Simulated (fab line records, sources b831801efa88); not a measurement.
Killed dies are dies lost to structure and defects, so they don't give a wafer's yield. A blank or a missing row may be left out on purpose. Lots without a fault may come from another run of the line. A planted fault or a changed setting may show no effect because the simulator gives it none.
One fault seen from 2 desks | flow sky130 | each desk has only its own numbers; what lay behind them comes last

THE TOOL OWNER'S DESK: furnace-02
The tool's own readings at SKY_FIELD_ISO_OXIDATION_22 (stabilise 600 s, purge 300 s, target thk 10 nm): means of the sampled wafers that have a number, for each lot that ran on this tool. A lot is out of limits, marked OUT, if its mean lies more than 4 standard deviations from the usual mean; the brackets give that distance.
Columns: A = spike_tc_lower_C at SKY_FIELD_ISO_OXIDATION_22, usual 952.5 C; B = spike_tc_upper_C at SKY_FIELD_ISO_OXIDATION_22, usual 950.4 C
lot  | first seen here | A     | B
L496 | day 2 17:43     | 952.8 | 950.3
L497 | day 2 17:43     | 952.4 | 948.9
L502 | day 3 19:13     | 951.8 | 951.2
L508 | day 5 00:42     | 952.6 | 950.5
L509 | day 5 05:58     | 951.3 | 951.3
L510 | day 5 16:36     | 952.8 | 951.2
This desk's finding: nothing out of limits on any of the 6 lots.

THE METROLOGY DESK
What the gauges read, lot by lot, whatever tool the lot ran on: means of the sampled wafers that have a number. A lot is out of limits, marked OUT, if its mean lies more than 4 standard deviations from the usual mean; the brackets give that distance.
Columns: A = cd_nm at SKY_FIELD_ISO_CD_MEAS_13, usual 149.7 nm; B = FIELD_ISO_OXIDATION_01_THK at SKY_FIELD_ISO_THK_MEAS_23, usual 9.96 nm; C = FIELD_ISO_CVD_24_THK at SKY_FIELD_ISO_THK_MEAS_25, usual 592 nm; D = NWELL_OXIDATION_THK at SKY_NWELL_THK_MEAS_02, usual 10.08 nm; E = DNWELL_TW at SKY_DNWELL_TW_MEAS_09, usual 1118; F = PWDE_OVL at SKY_PWDE_OVL_MEAS_07, usual 0.2 nm
lot  | first seen here | A     | B     | C   | D     | E    | F
L496 | day 2 14:30     | 148.6 | 9.65  | 587 | 10.29 | 1136 | -0.2
L497 | day 2 15:22     | 150.2 | 9.86  | 590 | 10.20 | 1110 | 1.0
L498 | day 2 22:25     | 147.3 | 10.29 | 587 | 9.97  | 1136 | 1.8
L502 | day 3 18:11     | 151.8 | 9.82  | 594 | 9.98  | 1116 | -1.6
L508 | day 5 00:04     | 148.4 | 10.12 | 594 | 10.08 | 1104 | 0.3
L509 | day 5 05:14     | 149.2 | 10.05 | 596 | 9.82  | 1126 | 0.8
L510 | day 5 11:53     | 151.0 | 9.86  | 588 | 10.17 | 1128 | 1.0
This desk's finding: nothing out of limits on any of the 7 lots.

PUT TOGETHER
The tool owner's desk saw nothing out of limits.
The metrology desk saw nothing out of limits.

WHAT THE SIMULATOR HAD PUT IN
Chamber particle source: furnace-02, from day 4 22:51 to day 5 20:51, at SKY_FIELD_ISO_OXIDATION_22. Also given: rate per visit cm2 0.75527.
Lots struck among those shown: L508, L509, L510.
